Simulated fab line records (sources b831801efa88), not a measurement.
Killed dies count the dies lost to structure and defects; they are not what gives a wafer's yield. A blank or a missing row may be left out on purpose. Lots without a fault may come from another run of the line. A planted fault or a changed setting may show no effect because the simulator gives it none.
Which tool was responsible? -- flow gf180mcu -- Sampling: 14 lots, 42 wafers, 4 of 602 route steps

## WHAT EACH GAUGE READ, for each wafer
GF_V5_THK_MEAS_01.
lot,measured,on,V5_CVD_00_THK (nm)
L652,day 26 11:00,film_metro-02,299 306 302
L653,day 26 13:20,film_metro-04,302 299 302
L654,day 26 21:39,film_metro-01,305 303 300
L655,day 27 04:34,film_metro-04,304 304 301
L656,day 27 13:37,film_metro-04,299 301 306
L657,day 27 19:32,film_metro-02,304 306 311
L658,day 28 06:39,film_metro-04,305 306 301
L659,day 28 14:35,film_metro-01,305 303 307
L661,day 29 13:23,film_metro-01,302 298 299
L665,day 30 12:29,film_metro-01,302 306 305
L666,day 30 14:04,film_metro-02,302 311 306
L673,day 32 08:26,film_metro-01,298 299 302
L674,day 32 12:22,film_metro-02,298 303 300
L675,day 32 23:36,film_metro-04,305 304 301

GF_V5_CD_MEAS_14: target cd 260 nm.
lot,measured,on,cd_nm (nm)
L652,day 27 07:49,cd_sem-02,262.1 262.8 262.9
L653,day 27 10:04,cd_sem-01,263.1 263.1 262.0
L654,day 27 18:22,cd_sem-01,257.7 257.9 258.6
L655,day 28 00:59,cd_sem-02,258.3 258.4 259.0
L656,day 28 10:28,cd_sem-02,259.9 259.8 260.4
L657,day 28 15:11,cd_sem-01,259.7 259.8 261.1
L658,day 29 02:31,cd_sem-01,259.5 258.5 258.4
L659,day 29 10:37,cd_sem-01,260.6 260.6 260.0
L661,day 30 08:29,cd_sem-01,260.9 260.6 260.5
L665,day 31 06:28,cd_sem-02,260.6 259.6 259.0
L666,day 31 08:26,cd_sem-02,261.5 262.0 262.5
L673,day 33 01:41,cd_sem-01,261.9 261.2 261.7
L674,day 33 04:52,cd_sem-02,261.8 261.1 261.6
L675,day 33 15:22,cd_sem-01,262.9 261.6 263.6

GF_V5_OVL_MEAS_15.
lot,measured,on,V5_OVL (nm)
L652,day 27 07:56,overlay-02,-5 -6 -11
L653,day 27 10:11,overlay-02,-6 -4 -11
L654,day 27 18:29,overlay-01,-1 -3 2
L655,day 28 01:05,overlay-01,-9 -8 -6
L656,day 28 10:35,overlay-01,-2 -3 0
L657,day 28 15:16,overlay-01,0 -1 0
L658,day 29 02:38,overlay-01,-8 -7 -5
L659,day 29 10:42,overlay-01,-5 2 -9
L661,day 30 08:37,overlay-02,-6 -12 -5
L665,day 31 06:35,overlay-01,-7 -4 -6
L666,day 31 08:34,overlay-01,-8 -2 -3
L673,day 33 01:49,overlay-01,4 12 6
L674,day 33 04:58,overlay-02,-9 -7 -8
L675,day 33 15:28,overlay-01,-6 0 -6

## WHAT TOOL EACH LOT RAN ON (gives the tool, then ch and the chambers of the sampled wafers, and finally the start)
lot,GF_V5_EXPOSE_11
L652,"krf_scanner-01 ch 0, day 26 21:58"
L653,"krf_scanner-01 ch 0, day 27 00:10"
L654,"krf_scanner-01 ch 0, day 27 08:34"
L655,"krf_scanner-01 ch 0, day 27 15:02"
L656,"krf_scanner-02 ch 0, day 28 00:29"
L657,"krf_scanner-01 ch 0, day 28 06:15"
L658,"krf_scanner-02 ch 0, day 28 16:59"
L659,"krf_scanner-02 ch 0, day 29 01:27"
L661,"krf_scanner-01 ch 0, day 29 23:32"
L665,"krf_scanner-02 ch 0, day 30 21:50"
L666,"krf_scanner-01 ch 0, day 30 23:53"
L673,"krf_scanner-02 ch 0, day 32 17:53"
L674,"krf_scanner-02 ch 0, day 32 21:29"
L675,"krf_scanner-02 ch 0, day 33 07:38"
- GF_V5_EXPOSE_11: exposes mask Via5, target cd 260 nm.

## AS READ BY THE TOOLS THEMSELVES (means over the sampled wafers that have a number; for cases with no such wafer, the mark the record gives instead)
GF_V5_EXPOSE_11.
lot,tool,exposure_dose_mJ_cm2
L652,krf_scanner-01,37.94
L653,krf_scanner-01,37.99
L654,krf_scanner-01,37.93
L655,krf_scanner-01,37.91
L656,krf_scanner-02,38.05
L657,krf_scanner-01,37.91
L658,krf_scanner-02,37.99
L659,krf_scanner-02,38.00
L661,krf_scanner-01,37.91
L665,krf_scanner-02,37.96
L666,krf_scanner-01,37.89
L673,krf_scanner-02,38.53
L674,krf_scanner-02,38.57
L675,krf_scanner-02,38.35

## THE ANSWER, worked out from the rows above alone
Rule: the lots themselves supply what counts as usual. Put in order of their means at a reading, lots are off if they are a third of the lots or fewer, leave a main group of 4 or more, and stand apart from it by a gap of 3 or more times the standard deviation of the main group's means; of several such gaps the widest counts. A main group is skipped when, at the precision printed for the reading in the tables above, its means are all equal. Also off: a lot with no number at a reading for which 4 or more lots have one. Any other lot the step has rows for is counted as sound. After the gauges, taken in route order, come the tools' own readings; for these a lot's mean is taken, as printed above. The first step at which some lot is off is used, and at that step the reading that is off furthest; a lot without a number counts as furthest.
Off: L673, L674, L675, at GF_V5_EXPOSE_11 (exposure_dose_mJ_cm2). Mean 37.95 and standard deviation 0.047 in the main group.
A tool fits if, at that step or a process step before it, it ran every lot that is off, and no sound lot after the first of them. One candidate fits, namely krf_scanner-02 at GF_V5_EXPOSE_11. Its last sound lot is L665 (day 30 21:50), its first lot that is off L673 (day 32 17:53): a fault that began between those two fits.
The tool's own readings at GF_V5_EXPOSE_11 bear it out: on the lots that are off they differ by more than 5 times the standard deviation of the sound lots' means. exposure_dose_mJ_cm2 reads 38.48 there against 37.95 on the sound lots.

## WHAT HAD BEEN PUT IN BY THE SIMULATOR
Process parameter drift: krf_scanner-02, from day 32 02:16 on, at GF_V5_EXPOSE_11. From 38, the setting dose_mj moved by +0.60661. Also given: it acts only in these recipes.
Lots struck among those shown: L673, L674, L675. The rule above reached the same finding.
